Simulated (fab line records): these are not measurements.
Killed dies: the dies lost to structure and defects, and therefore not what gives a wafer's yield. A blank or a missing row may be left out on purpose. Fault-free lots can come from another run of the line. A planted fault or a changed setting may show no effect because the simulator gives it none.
One fault seen from 2 desks :: flow sky130 :: what lay behind the numbers comes last; until then each desk has only its own

METROLOGY DESK
What the gauges read, lot by lot, whatever tool the lot ran on: means of the sampled wafers that have a number. Any lot whose mean is over 4 standard deviations away from the usual mean is out of limits and marked OUT; that distance is given in the brackets.
Columns: A = LI_CONTACT_OVL at SKY_LI_CONTACT_OVL_MEAS_13, usual 2 nm; B = CONTACT_CVD_00_THK at SKY_CONTACT_THK_MEAS_01, usual 74.7 nm
lot: L538
first seen here: day 28 20:58
A: 1
B: 74.3

lot: L541
first seen here: day 30 10:05
A: -2
B: 75.1

lot: L542
first seen here: day 30 14:32
A: 6
B: 75.0

lot: L543
first seen here: day 30 20:01
A: 3
B: 75.3

lot: L544
first seen here: day 31 08:32
A: -7
B: 75.5

lot: L549
first seen here: day 33 01:36
A: 7
B: 76.4

lot: L550
first seen here: day 33 09:37
A: 8
B: 77.0

lot: L556
first seen here: day 35 18:49
A: 1
B: 74.4

lot: L557
first seen here: day 35 19:29
A: -5
B: 74.8

lot: L560
first seen here: day 36 06:49
A: -0
B: 75.2

lot: L561
first seen here: day 36 17:46
A: 1
B: 74.1
This desk's verdict: no lot among the 11 shows anything out of limits.

THE TOOL OWNER'S DESK: pecvd-01
The tool's own readings at SKY_CONTACT_CVD_00 (deposits Si3N4, target thk 75 nm): means of the sampled wafers that have a number, for each lot that ran on this tool. Any lot whose mean is over 4 standard deviations away from the usual mean is out of limits and marked OUT; that distance is given in the brackets.
Columns: A = heater power w at SKY_CONTACT_CVD_00, usual 730 W
lot: L543
first seen here: day 32 02:08
A: 695

lot: L544
first seen here: day 32 14:20
A: 712

lot: L549
first seen here: day 34 06:09
A: 700

lot: L550
first seen here: day 34 14:56
A: 690

lot: L560
first seen here: day 37 11:44
A: 629

lot: L561
first seen here: day 37 21:49
A: 673
This desk's verdict: no lot among the 6 shows anything out of limits.

ALL TOGETHER
From the metrology desk's view, nothing was out of limits.
Nothing out of limits was seen by the tool owner's desk.

WHAT THE SIMULATOR PUT IN
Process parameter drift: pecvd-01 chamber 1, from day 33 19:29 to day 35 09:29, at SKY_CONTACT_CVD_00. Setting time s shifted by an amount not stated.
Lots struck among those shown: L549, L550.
